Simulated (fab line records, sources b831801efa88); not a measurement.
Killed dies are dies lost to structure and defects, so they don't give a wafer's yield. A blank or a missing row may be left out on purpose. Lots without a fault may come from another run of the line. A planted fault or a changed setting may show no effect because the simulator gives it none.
Which tool did it? | flow sky130 | 12 lots, 36 wafers sampled, at 1 step of a route of 708

WHAT THE GAUGES READ, wafer by wafer
SKY_VIA3_THK_MEAS_23: measures by xrf.
lot  | measured     | on            | VIA3_W_THK (nm)
L075 | day 39 21:03 | film_metro-04 | 386 386 387
L077 | day 40 15:27 | film_metro-01 | 388 396 391
L079 | day 41 12:26 | film_metro-04 | 395 394 390
L081 | day 42 02:24 | film_metro-02 | 410 403 395
L083 | day 42 11:57 | film_metro-01 | 399 398 396
L085 | day 43 03:43 | film_metro-01 | 394 394 394
L087 | day 43 14:12 | film_metro-01 | 400 402 401
L088 | day 43 21:27 | film_metro-02 | 402 390 405
L091 | day 44 17:59 | film_metro-02 | 400 403 411
L093 | day 45 04:35 | film_metro-02 | 400 400 401
L095 | day 45 15:17 | film_metro-04 | 383 396 392
L097 | day 46 01:55 | film_metro-04 | 391 387 396

WHICH TOOL RAN EACH LOT (tool, then ch and the chambers of the sampled wafers, then the start)
The record holds no process step before these readings.

THE ANSWER, worked out from the rows above alone
Rule: what is usual is taken from the lots themselves. Put in order of their means at a reading, lots are off if they are a third of the lots or fewer, leave a main group of 4 or more, and stand apart from it by a gap of 3 or more times the standard deviation of the main group's means; of several such gaps the widest counts. A main group whose means are all the same, to the digits that the tables above print for the reading, isn't used. A lot without any number at a reading at which 4 lots or more have one is off too. The other lots that the step has rows for count as sound.
No lot is off at any reading shown: from this, nothing can be told.

WHAT THE SIMULATOR HAD PUT IN
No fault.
